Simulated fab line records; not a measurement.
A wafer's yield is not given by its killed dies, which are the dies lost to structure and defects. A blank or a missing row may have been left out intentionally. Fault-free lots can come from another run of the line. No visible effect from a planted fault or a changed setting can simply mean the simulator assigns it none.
A struck lot beside a sound one | flow sky130 | 15 out of 708 route steps
Sound: wafers L294.1, L294.3, L294.5. Struck: wafers L300.2, L300.5, L300.6. The cause is named last.
Per side, at each step with rows, come the tool, then ch with its chambers, and then its first start. Under that, the readings that differ: sound wafers | struck wafers | difference of the means | sigmas: that difference in standard deviations of wafers without a fault.
alike: same words and numbers on both sides, and readings whose means sit less than 2 such deviations apart. not compared: any withheld reading, any reading some wafer has no value for, any bound like >300 that may hide the same value, and any number with overlapping values for which the record gives no deviation.
Wherever a step has rows on one side only, a row that says differs or no value, or a row with sigmas, the two part there. Non-overlapping numbers with no deviation appear without sigmas and do not part them. Lack of a reading on every wafer of one side parts them only where that side has two or more wafers.

first, 3 steps without rows for these wafers: SKY_VIA3_EXPOSE_09 (exposes mask VIM3, target cd 200 nm); SKY_VIA3_PEB_10; SKY_VIA3_DEVELOP_11 (develop time 60 s).
SKY_VIA3_CD_MEAS_12: the cd target is 200 nm.
  struck on cd-sem-01, day 43 21:17; sound on cd-sem-02, day 42 08:23
  alike: cd-nm
SKY_VIA3_OVL_MEAS_13:
  struck on overlay-01, day 43 21:23; sound on overlay-01, day 42 08:31
  alike: VIA3_OVL
SKY_VIA3_ETCH_14: etches BARC in N2/H2, stops on SiO2, time 45.9 s, target depth 60 nm.
  sound on rie-diel-04 ch 0,2,3, day 42 08:32; struck on rie-diel-03 ch 0,1,2, day 43 21:25
  alike: drypump-motor-current-A, oes-product-au, throttle-valve-pct
  not compared: rf-hours-counter-h
SKY_VIA3_ETCH_15: etches SiO2 in C4F8/O2/Ar, stops on TiN, target depth 507 nm, time 78 s.
  sound on rie-diel-04 ch 0,2,3, day 42 08:35; struck on rie-diel-03 ch 0,1,2, day 43 21:28
  alike: oes-product-au
  not compared: rf-hours-counter-h
SKY_VIA3_STRIP_16: strips in O2/N2.
  sound on plasma-asher-04 ch 0,1, day 42 08:39; struck on plasma-asher-04 ch 0,1, day 43 21:31
  alike: drypump-motor-current-A, oes-product-au, strip-time-to-endpoint-s
  not compared: rf-hours-counter-h
then, 3 steps without rows for these wafers: SKY_VIA3_STRIP_17 (strips in post etch residue remover, time 1200 s); SKY_VIA3_CLEAN_18 (cleans in IPA, time 180 s); SKY_VIA3_CLEAN_19 (cleans in O3/DIW).
SKY_VIA3_SPUTTER_20: material TiN, target thk 20 nm, time 80 s.
  struck on pvd-sputter-04, day 43 22:07; sound on pvd-sputter-01, day 42 09:14
  alike: throttle-valve-pct
SKY_VIA3_CVD_21: deposits W, target thk 390 nm, time 117.31 s.
  sound on cvd-w-01 ch 1, day 42 09:18; struck on cvd-w-02 ch 0,1, day 43 22:10
  no value came back on the struck wafers for chamber-pressure-Torr (Torr), heater-power-outer-w (W), heater-power-w (W); on the sound wafers chamber-pressure-Torr (Torr) reads 39.97 40.08 40.02
SKY_VIA3_RS_MEAS_22: measurement is done with a four-point probe.
  struck on film-metro-04, day 43 22:36; sound on film-metro-02, day 42 09:25
  reading            | sound             | struck               | difference | sigmas
  VIA3_W_RS (ohm/sq) | 0.293 0.295 0.296 | 57.839 59.711 56.888 | +57.851    | +99 or more
  not compared: hold
SKY_PAD_OPEN_PROBE_99:
  sound wafers here have rows in the record (prober-02, day 48 02:05); struck ones have none

WHERE THEY PART
Earliest at SKY_VIA3_CVD_21; latest, in this record, at SKY_PAD_OPEN_PROBE_99.

WHY: whatever the simulator had introduced
Beginning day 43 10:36, the whole step at SKY_VIA3_CVD_21 was skipped on cvd-w-02. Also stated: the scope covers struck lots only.
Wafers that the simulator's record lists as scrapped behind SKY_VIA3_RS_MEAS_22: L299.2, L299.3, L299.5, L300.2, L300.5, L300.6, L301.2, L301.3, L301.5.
